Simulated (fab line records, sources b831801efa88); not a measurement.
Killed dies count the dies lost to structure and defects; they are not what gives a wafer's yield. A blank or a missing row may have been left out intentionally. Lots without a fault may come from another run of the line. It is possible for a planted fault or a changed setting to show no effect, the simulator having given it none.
A lot that was struck, set against a sound lot | flow gf180mcu | 13 out of 602 route steps
Sound: the wafers L830.2, L830.4, L830.5. The struck wafers were L834.3, L834.4, L834.5. The cause comes at the end.
Each step with rows lists, per side, the tool, then ch with its chambers, then its first start. Under that, the readings that differ: sound wafers | struck wafers | difference of the means | sigmas: that difference in standard deviations of wafers without a fault.
alike: words and numbers the same on both sides, and readings whose means are apart by under 2 such deviations; not compared: readings that were withheld, readings missing a value for some wafer, numbers with overlapping values and no deviation given by the record, and bounds like >300 which may hide the same value.
A row with sigmas, a row that says differs or no value, or rows on one side alone: a step with any of these is where the two part. Non-overlapping numbers with no deviation appear without sigmas and do not part them. Lack of a reading on every wafer of one side parts them only where that side has two or more wafers.

GF_SAB_OVL_MEAS_10:
  sound on overlay-02, day 19 07:05; struck on overlay-02, day 20 09:36
  alike: SAB_OVL
GF_SAB_ETCH_11: etches SiO2 in C4F8/O2/Ar, target depth 55 nm, time 8.5 s.
  sound on rie-diel-02 ch 2,3, day 19 07:07; struck on rie-diel-02 ch 0,1, day 20 09:37
  alike: oes-product-au
  not compared: rf-hours-counter-h
then, 1 step without rows for these wafers: GF_SAB_WET_ETCH_12 (etches SiO2 in dHF, target depth 22 nm, time 440 s).
GF_SAB_STRIP_13: strips in O2/N2.
  sound on plasma-asher-01 ch 0,1, day 19 07:26; struck on plasma-asher-01 ch 0,1, day 20 09:49
  alike: drypump-motor-current-A, heater-power-w, oes-product-au, platen-temp-c, strip-time-to-endpoint-s
  not compared: rf-hours-counter-h
then, 2 steps without rows for these wafers: GF_SALICIDE_CLEAN_00 (cleans in SC1/SC2, time 150 s); GF_SALICIDE_WET_ETCH_01 (etches SiO2 in dHF, target depth 5 nm, time 100 s).
GF_SALICIDE_SPUTTER_02: material Co, target thk 10 nm, time 20 s.
  sound on pvd-sputter-03, day 19 07:40; struck on pvd-sputter-01, day 20 09:59
  alike: chamber-pressure-pa, throttle-valve-pct
GF_SALICIDE_SPUTTER_03: material TiN, target thk 20 nm, time 16.7 s.
  sound on pvd-sputter-03, day 19 07:41; struck on pvd-sputter-01, day 20 10:00
  alike: chamber-pressure-pa, throttle-valve-pct
GF_SALICIDE_RS_MEAS_04: measurement is done with a four-point probe.
  sound on film-metro-03, day 19 07:44; struck on film-metro-03, day 20 10:04
  alike: SALICIDE_TIN_RS
GF_SALICIDE_THK_MEAS_05: measures by xrf.
  sound on film-metro-03, day 19 07:50; struck on film-metro-03, day 20 10:10
  alike: SALICIDE_TIN_THK
GF_SALICIDE_RTA_06: time 30 s.
  sound on rtp-anneal-01 ch 0, day 19 07:55; struck on rtp-anneal-01 ch 0, day 20 10:14
  alike: anneal-temp-c-max, chamber-o2-ppm, lamp-power-pct, wafer_temp_C_max
then, 1 step without rows for these wafers: GF_SALICIDE_WET_ETCH_07 (etches the open film in SPM, target depth 120 nm).
GF_SALICIDE_RTA_08: time 30 s.
  struck on rtp-anneal-02, day 20 10:26; sound on rtp-anneal-02 ch 0, day 19 08:07
  no value came back on the struck wafers for anneal-temp-c-max, chamber-o2-ppm, lamp-power-pct (%), wafer_temp_C_max; on the sound wafers anneal-temp-c-max reads 803.0 803.5 803.3

## WHERE THEY PART
GF_SALICIDE_RTA_08 only, going by this record.

WHY: the cause the simulator had injected
Entire step skipped (rtp-anneal-02, GF_SALICIDE_RTA_08), from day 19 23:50 onward. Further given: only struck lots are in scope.
